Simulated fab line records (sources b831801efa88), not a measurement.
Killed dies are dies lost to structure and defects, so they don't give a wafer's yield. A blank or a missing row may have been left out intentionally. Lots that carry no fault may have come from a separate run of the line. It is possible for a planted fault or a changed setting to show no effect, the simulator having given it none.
Which tool was responsible? | flow sky130 | 24 lots, 72 wafers sampled, at 5 steps of a route of 708

== WHAT EACH GAUGE READ, for each wafer ==
SKY_VIA2_OVL_MEAS_13.
lot  | measured     | on         | VIA2_OVL (nm)
L074 | day 36 01:50 | overlay-01 | 1 0 7
L075 | day 36 16:08 | overlay-02 | 3 6 14
L076 | day 37 10:36 | overlay-01 | 9 14 -3
L077 | day 37 19:02 | overlay-01 | -3 -5 -6
L079 | day 37 23:32 | overlay-01 | -2 8 4
L078 | day 38 06:38 | overlay-02 | 5 -2 4
L080 | day 38 10:37 | overlay-02 | -9 2 0
L081 | day 38 23:32 | overlay-02 | 9 10 7
L082 | day 38 23:52 | overlay-01 | -12 -7 -1
L083 | day 39 01:19 | overlay-01 | -2 -4 5
L084 | day 39 11:52 | overlay-01 | -8 -1 -3
L085 | day 39 22:02 | overlay-02 | -3 9 2
L086 | day 40 03:26 | overlay-02 | -6 0 10
L087 | day 40 12:11 | overlay-02 | 6 -1 4
L089 | day 40 20:07 | overlay-01 | -1 -4 -8
L088 | day 40 23:07 | overlay-02 | -4 -7 -9
L090 | day 41 08:21 | overlay-01 | -12 -6 -13
L091 | day 41 15:21 | overlay-01 | 0 -4 -7
L092 | day 41 18:12 | overlay-01 | -1 -11 -7
L093 | day 42 01:26 | overlay-01 | -2 3 -3
L094 | day 42 11:28 | overlay-01 | 2 -7 1
L095 | day 42 11:47 | overlay-02 | 5 1 -5
L096 | day 42 17:18 | overlay-01 | 9 -4 3
L097 | day 43 03:22 | overlay-02 | -9 -6 -3

SKY_VIA4_THK_MEAS_20: measures by xrf.
lot  | measured     | on            | VIA4_W_THK (nm)
L074 | day 42 13:25 | film metro-03 | 511 504 509
L075 | day 43 03:49 | film metro-04 | 503 497 501
L076 | day 43 20:02 | film metro-03 | 503 512 508
L077 | day 44 04:21 | film metro-02 | 505 511 519
L079 | day 44 08:14 | film metro-03 | 512 502 516
L078 | day 44 14:07 | film metro-02 | 513 520 525
L080 | day 44 18:00 | film metro-03 | 503 512 511
L081 | day 45 05:28 | film metro-03 | 507 513 525
L082 | day 45 05:46 | film metro-04 | 522 517 497
L083 | day 45 07:46 | film metro-04 | 493 498 518
L084 | day 45 15:38 | film metro-02 | 512 516 508
L085 | day 46 00:04 | film metro-02 | 519 522 509
L086 | day 46 05:28 | film metro-03 | 518 509 519
L087 | day 46 12:15 | film metro-02 | 507 505 513
L089 | day 46 18:08 | film metro-03 | 517 515 513
L088 | day 46 23:11 | film metro-03 | 515 525 515
L090 | day 47 05:36 | film metro-04 | 527 508 525
L091 | day 47 11:32 | film metro-03 | 524 512 537
L092 | day 47 13:36 | film metro-03 | 500 509 510
L093 | day 47 21:02 | film metro-04 | 503 497 507
L094 | day 48 05:22 | film metro-03 | 515 518 519
L095 | day 48 05:58 | film metro-04 | 510 512 506
L096 | day 48 08:37 | film metro-04 | 517 506 507
L097 | day 48 16:26 | film metro-04 | 512 507 514

== WHAT TOOL EACH LOT RAN ON (gives the tool, then ch and the chambers of the sampled wafers, and finally the start) ==
lot  | SKY_METAL1_SPUTTER_02        | SKY_METAL1_METAL_ETCH_19          | SKY_VIA2_SPUTTER_20
L074 | pvd sputter-02, day 31 11:50 | rie metal-02 ch 0, day 32 14:50   | pvd sputter-03, day 36 02:33
L075 | pvd sputter-04, day 32 01:02 | rie metal-01 ch 0,1, day 33 05:17 | pvd sputter-03, day 36 16:52
L076 | pvd sputter-04, day 32 21:32 | rie metal-02 ch 0, day 33 23:38   | pvd sputter-03, day 37 11:20
L077 | pvd sputter-04, day 33 06:41 | rie metal-02 ch 0, day 34 09:31   | pvd sputter-03, day 37 19:46
L079 | pvd sputter-02, day 33 10:55 | rie metal-03 ch 0,1, day 34 13:26 | pvd sputter-01, day 38 00:16
L078 | pvd sputter-04, day 33 17:29 | rie metal-01 ch 0,1, day 34 20:04 | pvd sputter-03, day 38 07:23
L080 | pvd sputter-04, day 33 22:30 | rie metal-01 ch 0,1, day 35 01:03 | pvd sputter-03, day 38 11:20
L081 | pvd sputter-01, day 34 11:04 | rie metal-03 ch 0,1, day 35 13:31 | pvd sputter-03, day 39 00:17
L082 | pvd sputter-01, day 34 12:33 | rie metal-02 ch 0, day 35 15:23   | pvd sputter-01, day 39 00:35
L083 | pvd sputter-01, day 34 14:11 | rie metal-01 ch 0,1, day 35 16:35 | pvd sputter-03, day 39 02:02
L084 | pvd sputter-04, day 35 01:28 | rie metal-02 ch 0, day 36 02:38   | pvd sputter-03, day 39 12:38
L085 | pvd sputter-04, day 35 10:11 | rie metal-03 ch 0,1, day 36 12:49 | pvd sputter-02, day 39 22:46
L086 | pvd sputter-02, day 35 17:11 | rie metal-02 ch 0,1, day 36 19:08 | pvd sputter-02, day 40 04:11
L087 | pvd sputter-01, day 36 02:05 | rie metal-01 ch 0,1, day 37 04:37 | pvd sputter-03, day 40 12:54
L089 | pvd sputter-04, day 36 11:56 | rie metal-01 ch 0,1, day 37 14:44 | pvd sputter-01, day 40 20:50
L088 | pvd sputter-02, day 36 12:52 | rie metal-02 ch 0,1, day 37 15:21 | pvd sputter-03, day 40 23:52
L090 | pvd sputter-04, day 36 23:50 | rie metal-02 ch 0,1, day 38 01:49 | pvd sputter-02, day 41 09:07
L091 | pvd sputter-04, day 37 06:38 | rie metal-02 ch 0,1, day 38 08:59 | pvd sputter-01, day 41 16:05
L092 | pvd sputter-02, day 37 10:13 | rie metal-02 ch 1, day 38 11:48   | pvd sputter-01, day 41 18:56
L093 | pvd sputter-04, day 37 17:48 | rie metal-01 ch 0,1, day 38 19:56 | pvd sputter-03, day 42 02:10
L094 | pvd sputter-04, day 38 02:12 | rie metal-01 ch 0,1, day 39 03:57 | pvd sputter-01, day 42 12:11
L095 | pvd sputter-04, day 38 03:45 | rie metal-01 ch 0,1, day 39 05:19 | pvd sputter-02, day 42 12:30
L096 | pvd sputter-02, day 38 12:11 | rie metal-03 ch 0,1, day 39 13:13 | pvd sputter-02, day 42 18:02
L097 | pvd sputter-02, day 38 21:52 | rie metal-01 ch 0,1, day 39 22:53 | pvd sputter-03, day 43 04:07
- SKY_METAL1_SPUTTER_02: material AlCu, target thk 250 nm, time 13.3 s.
- SKY_METAL1_METAL_ETCH_19: etches the open film in Cl2/BCl3, stops on SiO2, target depth 360 nm, time 78 s.
- SKY_VIA2_SPUTTER_20: material TiN, target thk 20 nm, time 80 s.

== AS READ BY THE TOOLS THEMSELVES (means over the sampled wafers that have a number; for cases with no such wafer, the mark the record gives instead) ==
SKY_METAL1_SPUTTER_02.
lot  | tool           | throttle valve pct (%)
L074 | pvd sputter-02 | 30.4
L075 | pvd sputter-04 | 29.9
L076 | pvd sputter-04 | 30.6
L077 | pvd sputter-04 | 30.2
L079 | pvd sputter-02 | 30.7
L078 | pvd sputter-04 | 30.2
L080 | pvd sputter-04 | 30.4
L081 | pvd sputter-01 | 31.3
L082 | pvd sputter-01 | 31.5
L083 | pvd sputter-01 | 31.1
L084 | pvd sputter-04 | 30.6
L085 | pvd sputter-04 | 29.9
L086 | pvd sputter-02 | 30.6
L087 | pvd sputter-01 | 30.9
L089 | pvd sputter-04 | 30.7
L088 | pvd sputter-02 | 31.0
L090 | pvd sputter-04 | 31.0
L091 | pvd sputter-04 | 31.1
L092 | pvd sputter-02 | 30.9
L093 | pvd sputter-04 | 31.3
L094 | pvd sputter-04 | 29.9
L095 | pvd sputter-04 | 30.5
L096 | pvd sputter-02 | 30.8
L097 | pvd sputter-02 | 30.6

SKY_METAL1_METAL_ETCH_19.
lot  | tool         | bcl3 flow sccm (sccm) | drypump motor current A (A) | oes product au (a.u.) | throttle valve pct (%)
L074 | rie metal-02 | 30.01                 | 5.8                         | 0.846                 | 22.256
L075 | rie metal-01 | 29.97                 | 6.5                         | 0.852                 | 22.265
L076 | rie metal-02 | 29.95                 | 5.8                         | 0.851                 | 22.267
L077 | rie metal-02 | 30.03                 | 5.8                         | 0.856                 | 22.259
L079 | rie metal-03 | 30.02                 | 5.3                         | 0.849                 | 22.278
L078 | rie metal-01 | 29.99                 | 6.4                         | 0.860                 | 22.262
L080 | rie metal-01 | 30.04                 | 6.3                         | 0.850                 | 22.261
L081 | rie metal-03 | 29.99                 | 5.2                         | 0.860                 | 22.262
L082 | rie metal-02 | 30.13                 | 5.7                         | 0.851                 | 22.248
L083 | rie metal-01 | 29.94                 | 6.5                         | 0.852                 | 22.273
L084 | rie metal-02 | 30.05                 | 5.8                         | 0.855                 | 22.275
L085 | rie metal-03 | 29.95                 | 5.3                         | 0.860                 | 22.268
L086 | rie metal-02 | 30.14                 | 5.4                         | 0.857                 | 22.267
L087 | rie metal-01 | 30.04                 | 6.3                         | 0.858                 | 22.266
L089 | rie metal-01 | 29.97                 | 6.4                         | 0.853                 | 22.258
L088 | rie metal-02 | 29.97                 | 5.4                         | 0.856                 | 22.263
L090 | rie metal-02 | 29.89                 | 5.5                         | 0.851                 | 22.260
L091 | rie metal-02 | 29.94                 | 5.5                         | 0.855                 | 22.257
L092 | rie metal-02 | 29.99                 | 4.9                         | 0.851                 | 22.268
L093 | rie metal-01 | 30.02                 | 6.3                         | 0.858                 | 22.264
L094 | rie metal-01 | 29.99                 | 6.4                         | 0.850                 | 22.266
L095 | rie metal-01 | 29.98                 | 6.4                         | 0.853                 | 22.270
L096 | rie metal-03 | 30.01                 | 5.2                         | 0.849                 | 22.264
L097 | rie metal-01 | 29.98                 | 6.3                         | 0.849                 | 22.272

SKY_VIA2_SPUTTER_20.
lot  | tool           | throttle valve pct (%)
L074 | pvd sputter-03 | 29.8
L075 | pvd sputter-03 | 29.8
L076 | pvd sputter-03 | 29.0
L077 | pvd sputter-03 | 29.2
L079 | pvd sputter-01 | 30.9
L078 | pvd sputter-03 | 29.4
L080 | pvd sputter-03 | 30.2
L081 | pvd sputter-03 | 29.2
L082 | pvd sputter-01 | 31.2
L083 | pvd sputter-03 | 29.6
L084 | pvd sputter-03 | 29.5
L085 | pvd sputter-02 | 30.6
L086 | pvd sputter-02 | 30.6
L087 | pvd sputter-03 | 30.0
L089 | pvd sputter-01 | 30.8
L088 | pvd sputter-03 | 28.2
L090 | pvd sputter-02 | 30.1
L091 | pvd sputter-01 | 30.9
L092 | pvd sputter-01 | 31.0
L093 | pvd sputter-03 | 28.5
L094 | pvd sputter-01 | 31.3
L095 | pvd sputter-02 | 30.4
L096 | pvd sputter-02 | 30.2
L097 | pvd sputter-03 | 29.3

== THE ANSWER, worked out from the rows above alone ==
Rule: usual is defined by the lots themselves. Put in order of their means at a reading, lots are off if they are a third of the lots or fewer, leave a main group of 4 or more, and stand apart from it by a gap of 3 or more times the standard deviation of the main group's means; of several such gaps the widest counts. If all means in a main group match to the digits the tables above print for the reading, that group is not used. Also off: a lot with no number at a reading for which 4 or more lots have one. All remaining lots with rows at the step are treated as sound. After the gauges, taken in route order, come the tools' own readings; for these a lot's mean is taken, as printed above. At the first step where some lot is off, the reading lying furthest off is the one used; lots without a number count as furthest.
No lot is off at any reading shown: from this, nothing can be told.

== WHAT THE SIMULATOR HAD INSERTED ==
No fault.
